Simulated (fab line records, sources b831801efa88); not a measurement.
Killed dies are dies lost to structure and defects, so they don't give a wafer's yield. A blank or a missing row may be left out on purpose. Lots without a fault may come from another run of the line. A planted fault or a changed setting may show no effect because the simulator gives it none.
Tool commonality check | flow gf180mcu | 13 lots, 39 wafers sampled

WHY IT WAS OPENED
At GF_VT_IMPLANT_RS_MEAS_46 the reading MVSD_RS is flagged on 2 of 13 lots. Wafers without a fault read 456.8 ohm/sq, standard deviation 1.
Rule: a lot is flagged when every wafer of it that has a number lies more than 4 standard deviations from that mean, or none has a number. The other lots count as sound.

lot  | measured     | on            | MVSD_RS (ohm/sq), wafer by wafer | flag
L790 | day 7 20:11  | film_metro-01 | 455.8 455.4 456.4                |
L791 | day 7 23:17  | film_metro-02 | 458.1 456.5 456.4                |
L792 | day 8 06:58  | film_metro-02 | 457.1 456.0 456.7                |
L794 | day 8 22:34  | film_metro-04 | 456.5 454.6 455.9                |
L796 | day 9 11:23  | film_metro-04 | 457.3 456.3 457.3                |
L799 | day 10 07:47 | film_metro-04 | 457.1 458.1 457.2                |
L800 | day 10 16:04 | film_metro-04 | 455.5 456.4 456.3                |
L802 | day 11 06:48 | film_metro-01 | 455.9 457.3 455.1                |
L805 | day 12 01:56 | film_metro-04 | 455.8 455.4 457.5                |
L806 | day 12 06:53 | film_metro-02 | 486.0 487.0 487.2                | FLAGGED
L807 | day 12 12:23 | film_metro-01 | 457.2 457.0 457.1                |
L811 | day 13 17:39 | film_metro-01 | 483.7 484.6 484.3                | FLAGGED
L812 | day 14 03:11 | film_metro-04 | 458.1 457.7 457.4                |
The numbers of the flagged lots are 485.5 ohm/sq on average: +28.7 ohm/sq against the usual, or +29 standard deviations.

WHICH TOOL RAN EACH LOT
The record holds 1 process step before the reading, out of a route of 602 steps. In each cell: the tool, then ch and the chambers that the sampled wafers went through, then the start.
lot  | flag    | GF_MVSD_IMPLANT_09
L790 |         | implanter-03 ch 0, day 4 16:22
L791 |         | implanter-04 ch 0, day 4 19:20
L792 |         | implanter-02 ch 0, day 5 02:42
L794 |         | implanter-04 ch 0, day 5 15:42
L796 |         | implanter-02 ch 0, day 6 02:55
L799 |         | implanter-03 ch 0, day 6 21:38
L800 |         | implanter-03 ch 0, day 7 03:15
L802 |         | implanter-04 ch 0, day 7 14:27
L805 |         | implanter-04 ch 0, day 8 07:35
L806 | FLAGGED | implanter-03 ch 0, day 8 12:26
L807 |         | implanter-02 ch 0, day 8 16:59
L811 | FLAGGED | implanter-03 ch 0, day 9 17:48
L812 |         | implanter-02 ch 0, day 10 01:19
What these steps do:
- GF_MVSD_IMPLANT_09
- GF_VT_IMPLANT_RS_MEAS_46: measures by four-point-probe.

FLAGGED OVER TOTAL, TOOL BY TOOL (the gauges that took the reading come last)
step                     | tool          | lots run | flagged | share of the flagged lots | sound lots run after its first flagged lot
GF_MVSD_IMPLANT_09       | implanter-02  | 4        | 0       | none                      | -
GF_MVSD_IMPLANT_09       | implanter-03  | 5        | 2       | all                       | 0
GF_MVSD_IMPLANT_09       | implanter-04  | 4        | 0       | none                      | -
GF_VT_IMPLANT_RS_MEAS_46 | film_metro-01 | 4        | 1       | some                      | 0
GF_VT_IMPLANT_RS_MEAS_46 | film_metro-02 | 3        | 1       | some                      | 0
GF_VT_IMPLANT_RS_MEAS_46 | film_metro-04 | 6        | 0       | none                      | -

WHAT THE TABLE ALLOWS
1 row of the table ran every flagged lot: implanter-03 at GF_MVSD_IMPLANT_09.
- implanter-03 at GF_MVSD_IMPLANT_09: 2 of its 5 lots flagged. Its last sound lot is L800 (day 7 03:15), its first flagged lot L806 (day 8 12:26): a fault that began between those two fits. Its own readings lie more than 4 standard deviations out on every wafer of the flagged lots: dose_ions_cm2, faraday_current_uA.
One tool is left: implanter-03 at GF_MVSD_IMPLANT_09.

WHAT THE SIMULATOR HAD PUT IN
Process parameter drift: implanter-03, from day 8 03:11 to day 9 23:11, at GF_MVSD_IMPLANT_09. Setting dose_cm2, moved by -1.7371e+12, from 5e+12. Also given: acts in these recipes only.
Lots struck among those shown: L806, L811. The rule above found the same.
